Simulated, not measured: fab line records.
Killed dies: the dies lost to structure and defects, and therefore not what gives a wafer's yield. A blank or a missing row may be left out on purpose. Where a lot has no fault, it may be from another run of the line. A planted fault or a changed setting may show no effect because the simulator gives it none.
Struck lot and sound lot, side by side + flow gf180mcu + 16 out of 602 route steps
Sound: the wafers L614.4, L614.5, L614.6. Struck: wafers L619.1, L619.5. (L619.6 of the same lot was not struck and is left out.) The cause comes at the end.
Per side, at each step with rows, come the tool, then ch with its chambers, and then its first start. Under that, the readings that differ: sound wafers + struck wafers + difference of the means + sigmas: that difference in standard deviations of wafers without a fault.
alike: a reading whose means differ by less than 2 such deviations, as well as words and numbers matching on both sides. not compared: withheld readings; readings where some wafer has no value; bounds like >300 that might hide an equal value; numbers whose values overlap and for which the record gives no deviation.
A row with sigmas, a row that says differs or no value, or rows on one side alone: a step with any of these is where the two part. Non-overlapping numbers with no deviation appear without sigmas and do not part them. A reading that every wafer of one side lacks parts them only if that side has two wafers or more.

first, 4 steps without rows for these wafers: GF_M2_SOFTBAKE_10 (time 60 s); GF_M2_EXPOSE_11 (exposes mask Metal2, target cd 280 nm); GF_M2_PEB_12 (peb time 90 s); GF_M2_DEVELOP_13 (develop time 60 s).
GF_M2_CD_MEAS_14: the cd target is 280 nm.
  sound: cd sem-01 at day 21 18:13; struck: cd sem-01 at day 23 10:33
  alike: cd nm
GF_M2_OVL_MEAS_15:
  sound: overlay-02 at day 21 18:17; struck: overlay-01 at day 23 10:40
  alike: M2_OVL
GF_M2_METAL_ETCH_16: etches the open film in Cl2/BCl3, stops on SiO2, target depth 750.8 nm, time 125.1 s.
  sound on rie metal-01 ch 0,1, day 21 18:21; struck on rie metal-01 ch 0, day 23 10:43
  alike: drypump motor current A, oes product au, throttle valve pct
  not compared: rf hours counter h
GF_M2_STRIP_17: strips in O2/N2.
  sound on plasma asher-02 ch 0,1, day 21 18:28; struck on plasma asher-02 ch 0,1, day 23 10:50
| reading                      | sound          | struck    | difference | sigmas |
|------------------------------|----------------|-----------|------------|--------|
| strip time to endpoint s (s) | 7.33 7.37 7.37 | 7.43 7.46 | +0.09      | +2     |
  alike: drypump motor current A, heater power w, oes product au
  not compared: rf hours counter h
then, 3 steps without rows for these wafers: GF_M2_STRIP_18 (strips in post etch residue remover, time 1200 s); GF_M2_CLEAN_19 (cleans in DIW); GF_V2_CVD_00 (deposits SiO2, target thk 600 nm, time 100 s).
GF_V2_THK_MEAS_01:
  sound: film metro-03 at day 21 19:10; struck: film metro-01 at day 23 11:28
  alike: V2_CVD_00_THK
GF_V2_CVD_02: deposits SiO2 from TEOS, target thk 850 nm, time 94.851 s.
  sound on pecvd-01 ch 0,1,2, day 21 19:14; struck on pecvd-01 ch 0, day 23 11:31
| reading                             | sound             | struck      | difference | sigmas |
|-------------------------------------|-------------------|-------------|------------|--------|
| rf fwd power W (W)                  | 592.4 597.3 598.2 | 693.4 691.4 | +96.4      | +48    |
| model.SiO2_of_V2_CVD_02.thk nm (nm) | 850.9 853.5 839.1 | 889.9 890.4 | +42.3      |        |
  alike: heater power w
GF_V2_THK_MEAS_03:
  sound: film metro-01 at day 21 19:17; struck: film metro-01 at day 23 11:35
| reading            | sound       | struck  | difference | sigmas |
|--------------------|-------------|---------|------------|--------|
| V2_CVD_02_THK (nm) | 850 853 840 | 890 890 | +42        | +4     |
GF_V2_CMP_04: polishes SiO2.
  sound on cmp-02 ch 0,2,3, day 21 19:25; struck on cmp-02 ch 2, day 23 11:42
| reading                | sound    | struck | difference | sigmas |
|------------------------|----------|--------|------------|--------|
| time to endpoint s (s) | 77 79 77 | 93 90  | +14        | +2     |
  alike: motor current A
after that, 1 step had no rows for these wafers: GF_PASSIVATION_PROBE_99.

## WHERE THEY PART
At GF_M2_STRIP_17 first; at GF_V2_CMP_04 last (within this record only).

WHY: whatever the simulator had introduced
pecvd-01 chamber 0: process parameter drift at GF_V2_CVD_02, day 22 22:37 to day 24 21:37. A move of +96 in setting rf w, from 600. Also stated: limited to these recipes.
